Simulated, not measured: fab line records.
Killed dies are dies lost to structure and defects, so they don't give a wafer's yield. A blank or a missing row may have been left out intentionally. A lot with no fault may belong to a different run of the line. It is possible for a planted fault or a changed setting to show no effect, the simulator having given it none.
Chamber matching :: flow gf180mcu :: pecvd-03 running GF_V5_CVD_02: 3 sister chambers
The step deposits SiO2 from TEOS, target thk 1450 nm, time 163.28 s. 6 wafers are shown with their chamber, then 8 later ones without.

== WAFERS WITH THEIR CHAMBER ==
wafer: L397.6
chamber: 2
heater-power-w (W): 611
heater-power-outer-w (W): 346

wafer: L399.5
chamber: 0
heater-power-w (W): 550
heater-power-outer-w (W): 257

wafer: L400.2
chamber: 1
heater-power-w (W): 567
heater-power-outer-w (W): 318

wafer: L400.3
chamber: 0
heater-power-w (W): 655
heater-power-outer-w (W): 344

wafer: L400.5
chamber: 2
heater-power-w (W): 606
heater-power-outer-w (W): 354

wafer: L401.2
chamber: 1
heater-power-w (W): 517
heater-power-outer-w (W): 289

== WAFERS WITH NO CHAMBER GIVEN ==
wafer: L401.5
heater-power-w (W): 592
heater-power-outer-w (W): 345

wafer: L401.6
heater-power-w (W): 601
heater-power-outer-w (W): 331

wafer: L402.1
heater-power-w (W): 562
heater-power-outer-w (W): 326

wafer: L402.2
heater-power-w (W): 688
heater-power-outer-w (W): 355

wafer: L402.3
heater-power-w (W): 563
heater-power-outer-w (W): 256

wafer: L404.1
heater-power-w (W): 580
heater-power-outer-w (W): 354

wafer: L404.4
heater-power-w (W): 483
heater-power-outer-w (W): 267

wafer: L404.6
heater-power-w (W): 459
heater-power-outer-w (W): 266

== CHAMBER TAKEN BY EACH ==
wafer: L401.5
from the rows above: can't be placed: 2 or 0 or 1
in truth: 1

wafer: L401.6
from the rows above: can't be placed: 2 or 0 or 1
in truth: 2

wafer: L402.1
from the rows above: can't be placed: 1 or 0 or 2
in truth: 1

wafer: L402.2
from the rows above: can't be placed: 2 or 0 or 1
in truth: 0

wafer: L402.3
from the rows above: can't be placed: 1 or 0 or 2
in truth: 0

wafer: L404.1
from the rows above: can't be placed: 2 or 0 or 1
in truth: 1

wafer: L404.4
from the rows above: can't be placed: 1 or 0 or 2
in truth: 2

wafer: L404.6
from the rows above: can't be placed: 1 or 0 or 2
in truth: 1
0 of 8 placed correctly. Cannot be placed on the basis of these rows: 8; the candidates contain the true chamber in 8. 0 placed wrongly.
How it was worked out, from the rows above alone: a wafer's distance from a chamber is the root of the sum, over the readings, of the square of ((its reading less the chamber's mean) divided by the reading's scatter). If the next closest chamber is less than 2 further off than the closest, the wafer can't be placed; otherwise it belongs to the closest. Each chamber's mean is taken over the wafers shown for it. The scatter is the square root of a quotient: the sum, over the shown wafers, of each reading's squared deviation from its chamber's mean, divided by wafers minus chambers.
